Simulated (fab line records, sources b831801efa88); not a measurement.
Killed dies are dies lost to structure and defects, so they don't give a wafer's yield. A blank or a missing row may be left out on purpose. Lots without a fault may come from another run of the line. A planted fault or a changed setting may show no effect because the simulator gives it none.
Chamber matching | flow gf180mcu | GF_V5_CVD_00 on hdpcvd-02: 3 sister chambers
The step deposits SiO2, target thk 300 nm, time 50 s. 16 wafers are shown with their chamber, then 8 later ones without.

WAFERS WITH THEIR CHAMBER
wafer  | chamber | pressure_mtorr (mTorr) | run_length_s (s)
L770.1 | 1       | 5.996                  | 77.8
L770.2 | 0       | 6.008                  | 77.7
L770.4 | 1       | 6.027                  | 77.5
L771.3 | 2       | 5.993                  | 77.3
L771.4 | 1       | 5.997                  | 77.9
L771.5 | 2       | 5.982                  | 78.5
L772.3 | 0       | 6.004                  | 77.6
L772.4 | 1       | 6.017                  | 77.6
L772.6 | 0       | 6.007                  | 77.5
L773.1 | 1       | 6.013                  | 78.1
L773.4 | 2       | 6.000                  | 77.8
L773.5 | 1       | 5.986                  | 77.9
L774.1 | 1       | 6.010                  | 77.7
L774.2 | 0       | 6.005                  | 77.1
L774.3 | 2       | 5.987                  | 78.1
L785.4 | 1       | 6.004                  | 77.8

SIGNATURES (means of the wafers above)
reading        | chamber 0 | chamber 1 | chamber 2 | scatter within a chamber
pressure_mtorr | 6.00600   | 6.00625   | 5.99050   | 0.0104
run_length_s   | 77.475    | 77.787    | 77.925    | 0.307
Rule: a wafer's distance from a chamber is the root of the sum, over the readings, of the square of ((its reading less the chamber's mean) divided by the reading's scatter). The wafer belongs to the nearest chamber; if the next one is less than 2 further off, it can't be placed. The scatter: the root of (the sum of the squares of (reading less its chamber's mean) over the shown wafers, divided by (wafers less chambers)).

WAFERS WITHOUT THEIR CHAMBER
wafer  | pressure_mtorr (mTorr) | run_length_s (s)
L785.5 | 6.002                  | 77.4
L785.6 | 5.984                  | 77.6
L788.2 | 6.009                  | 77.3
L788.3 | 6.006                  | 77.5
L788.6 | 6.012                  | 77.5
L791.4 | 6.011                  | 77.8
L791.5 | 6.004                  | 77.8
L791.6 | 5.992                  | 77.2

WHICH CHAMBER EACH WENT THROUGH
wafer  | from the rows above          | in truth
L785.5 | can't be placed: 0 or 1 or 2 | 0
L785.6 | can't be placed: 2 or 0 or 1 | 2
L788.2 | can't be placed: 0 or 1      | 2
L788.3 | can't be placed: 0 or 1 or 2 | 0
L788.6 | can't be placed: 0 or 1 or 2 | 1
L791.4 | can't be placed: 1 or 0 or 2 | 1
L791.5 | can't be placed: 1 or 0 or 2 | 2
L791.6 | can't be placed: 0 or 1 or 2 | 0
Placed correctly: 0 of 8. Can't be placed from these rows: 8 (the true chamber is among the candidates in 7). Placed wrongly: 0.
